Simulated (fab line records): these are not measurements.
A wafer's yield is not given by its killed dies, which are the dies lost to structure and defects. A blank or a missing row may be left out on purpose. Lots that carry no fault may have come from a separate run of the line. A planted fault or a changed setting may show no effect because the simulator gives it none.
Which of the tools did it? -- flow gf180mcu -- 39 wafers from 13 lots sampled at 6 of the route's 602 steps

## WHAT EACH GAUGE READ, for each wafer
GF_HV_LDD_OVL_MEAS_20. Usual: for HV_LDD_01_OVL the level is -0.1 nm and the standard deviation is 1.4.
lot,measured,on,HV_LDD_01_OVL (nm),flag
L636,day 11 01:30,overlay-02,-0.6 -1.2 -0.4,
L637,day 11 09:58,overlay-01,-0.7 -1.8 0.4,
L638,day 11 15:39,overlay-02,-0.6 -1.1 -1.8,
L641,day 12 23:01,overlay-02,1.2 -1.1 0.9,
L642,day 13 00:37,overlay-02,0.8 1.5 1.2,
L650,day 15 23:13,overlay-01,-2.5 -1.5 -1.8,
L651,day 15 23:37,overlay-01,0.3 -0.5 0.7,
L652,day 16 03:40,overlay-02,0.0 -0.7 -1.4,
L653,day 16 20:08,overlay-01,-1.3 -0.6 0.0,
L654,day 17 04:08,overlay-01,-2.3 0.1 -1.3,
L656,day 17 11:20,overlay-01,0.8 0.6 1.5,
L657,day 17 21:02,overlay-01,-1.5 1.6 1.4,
L658,day 18 01:43,overlay-02,-1.5 1.2 -1.3,

GF_NSD_CD_MEAS_07: target cd 400 nm. Usual: cd_nm 400.1 nm, standard deviation 2.3.
lot,measured,on,cd_nm (nm),flag
L636,day 13 21:52,cd_sem-02,396.3 394.7 398.2,
L637,day 14 00:56,cd_sem-01,394.4 395.4 394.5,
L638,day 14 05:10,cd_sem-01,400.3 400.0 403.0,
L641,day 15 16:43,cd_sem-02,402.3 403.4 401.4,
L642,day 15 20:28,cd_sem-02,403.4 399.4 401.9,
L650,day 19 01:12,cd_sem-01,402.0 400.4 403.0,
L651,day 19 02:43,cd_sem-01,400.9 397.9 399.5,
L652,day 19 05:40,cd_sem-01,400.2 401.3 397.9,
L653,day 19 23:38,cd_sem-02,398.4 397.2 400.8,
L654,day 20 07:04,cd_sem-02,402.0 401.6 401.3,
L656,day 20 14:16,cd_sem-02,400.8 396.8 396.0,
L657,day 21 03:49,cd_sem-02,398.6 398.8 400.5,
L658,day 21 07:31,cd_sem-02,399.8 399.3 397.2,

GF_PSD_CD_MEAS_07: target cd 400 nm. Usual: cd_nm 400.9 nm, standard deviation 2.2.
lot,measured,on,cd_nm (nm),flag
L636,day 14 19:05,cd_sem-02,402.0 400.9 400.6,
L637,day 14 22:10,cd_sem-02,402.4 403.1 400.1,
L638,day 15 03:16,cd_sem-01,401.7 404.7 403.2,
L641,day 16 14:41,cd_sem-02,400.7 401.1 401.0,
L642,day 16 18:59,cd_sem-02,400.4 401.4 402.6,
L650,day 20 01:49,cd_sem-02,397.9 399.3 398.8,
L651,day 20 03:38,cd_sem-02,403.9 403.2 403.9,
L652,day 20 05:40,cd_sem-01,402.6 402.0 402.4,
L653,day 21 00:16,cd_sem-01,400.5 403.4 399.9,
L654,day 21 07:37,cd_sem-01,400.2 399.9 402.7,
L656,day 21 13:53,cd_sem-01,399.5 402.5 399.8,
L657,day 22 03:41,cd_sem-02,399.3 400.9 399.1,
L658,day 22 07:07,cd_sem-02,397.8 395.6 397.0,

GF_PSD_RS_MEAS_14: uses a four-point probe to measure. Usual: for NSD_RS the level is 46.14 ohm/sq and the standard deviation is 0.098.
lot,measured,on,NSD_RS (ohm/sq),flag
L636,day 14 19:42,film_metro-03,46.13 46.13 46.17,
L637,day 14 22:47,film_metro-03,46.12 46.16 46.28,
L638,day 15 03:53,film_metro-03,45.98 46.03 46.00,
L641,day 16 15:17,film_metro-04,46.90 46.91 46.93 46.92 46.94 47.01,OFF
L642,day 16 19:35,film_metro-04,46.83 46.85 46.83 46.92 46.85 46.80,OFF
L650,day 20 02:28,film_metro-03,46.14 46.09 46.08,
L651,day 20 04:13,film_metro-04,46.16 46.15 46.05,
L652,day 20 06:15,film_metro-04,46.27 46.20 46.14,
L653,day 21 00:53,film_metro-03,46.17 46.19 46.23,
L654,day 21 08:18,film_metro-03,45.96 46.13 46.03,
L656,day 21 14:29,film_metro-03,46.02 46.03 46.01,
L657,day 22 04:17,film_metro-04,46.22 46.18 46.24,
L658,day 22 07:43,film_metro-02,46.03 46.07 46.13,

## EACH LOT AND THE TOOL THAT RAN IT (in order: tool; ch and the chambers of the sampled wafers; start)
lot,GF_NSD_IMPLANT_09,GF_NSD_STRIP_11
L636,"implanter-04 ch 0, day 13 22:02","plasma_asher-03 ch 0,1, day 13 22:20"
L637,"implanter-02 ch 0, day 14 01:05","plasma_asher-03 ch 0,1, day 14 01:23"
L638,"implanter-02 ch 0, day 14 05:20","plasma_asher-01 ch 0,1, day 14 05:38"
L641,"implanter-02 ch 0, day 15 16:53","plasma_asher-01 ch 0,1, day 15 17:10"
L642,"implanter-02 ch 0, day 15 20:38","plasma_asher-03 ch 0,1, day 15 20:56"
L650,"implanter-02 ch 0, day 19 01:22","plasma_asher-04 ch 0,1, day 19 01:39"
L651,"implanter-03 ch 0, day 19 02:53","plasma_asher-01 ch 0,1, day 19 03:10"
L652,"implanter-03 ch 0, day 19 05:49","plasma_asher-01 ch 0,1, day 19 06:06"
L653,"implanter-02 ch 0, day 19 23:48","plasma_asher-01 ch 0,1, day 20 00:06"
L654,"implanter-03 ch 0, day 20 07:14","plasma_asher-03 ch 0,1, day 20 07:32"
L656,"implanter-04 ch 0, day 20 14:26","plasma_asher-01 ch 0,1, day 20 14:44"
L657,"implanter-04 ch 0, day 21 03:59","plasma_asher-01 ch 0,1, day 21 04:17"
L658,"implanter-04 ch 0, day 21 07:41","plasma_asher-03 ch 0,1, day 21 07:59"
- GF_NSD_IMPLANT_09
- GF_NSD_STRIP_11: strips in O2/N2.

## WHAT THE TOOLS THEMSELVES READ (means of the sampled wafers that have a number; where no wafer has one, the mark that the record gives instead)
GF_NSD_STRIP_11. Usual: drypump_motor_current_A 6.1 A, standard deviation 0.46; heater_power_w 333 W, standard deviation 15; oes_product_au 0.487 a.u., standard deviation 0.0049; strip_time_to_endpoint_s 22.948 s, standard deviation 0.028.
lot,tool,drypump_motor_current_A (A),heater_power_w (W),oes_product_au (a.u.),strip_time_to_endpoint_s (s),flag
L636,plasma_asher-03,5.5,316,0.488,22.926,
L637,plasma_asher-03,5.5,317,0.487,22.966,
L638,plasma_asher-01,6.5,333,0.481,22.929,
L641,plasma_asher-01,6.5,333,0.492,22.481,OFF
L642,plasma_asher-03,5.5,321,0.492,22.470,OFF
L650,plasma_asher-04,6.5,358,0.491,22.951,
L651,plasma_asher-01,6.3,340,0.486,22.983,
L652,plasma_asher-01,6.3,343,0.488,22.955,
L653,plasma_asher-01,6.5,339,0.484,22.951,
L654,plasma_asher-03,5.5,319,0.479,22.944,
L656,plasma_asher-01,6.3,338,0.487,22.943,
L657,plasma_asher-01,6.5,338,0.488,22.945,
L658,plasma_asher-03,5.5,315,0.483,22.954,

## THE ANSWER, worked out from the rows above alone
Rule: a lot counts as off when the mean over its wafers that have a number is more than 3 standard deviations away from the usual mean. Also off: a lot with no number at a reading for which 4 or more lots have one. Where the step has rows for the other lots, those lots are counted as sound. The gauges are gone through in route order, then the tools' own readings, and for those a lot's mean is taken as printed above. At the first step where some lot is off, the reading lying furthest off is the one used; lots without a number count as furthest.
Off: L641, L642, seen at GF_PSD_RS_MEAS_14 (NSD_RS).
If a tool, at a process step before that reading, ran all the lots that are off and no sound lot after the first of them, it fits. The gauges at GF_PSD_RS_MEAS_14 aren't tried: what is off there is off at GF_NSD_STRIP_11 too, on other tools, and a gauge's error can't cause that. Of those tried, none fits.

## WHAT THE SIMULATOR HAD INSERTED
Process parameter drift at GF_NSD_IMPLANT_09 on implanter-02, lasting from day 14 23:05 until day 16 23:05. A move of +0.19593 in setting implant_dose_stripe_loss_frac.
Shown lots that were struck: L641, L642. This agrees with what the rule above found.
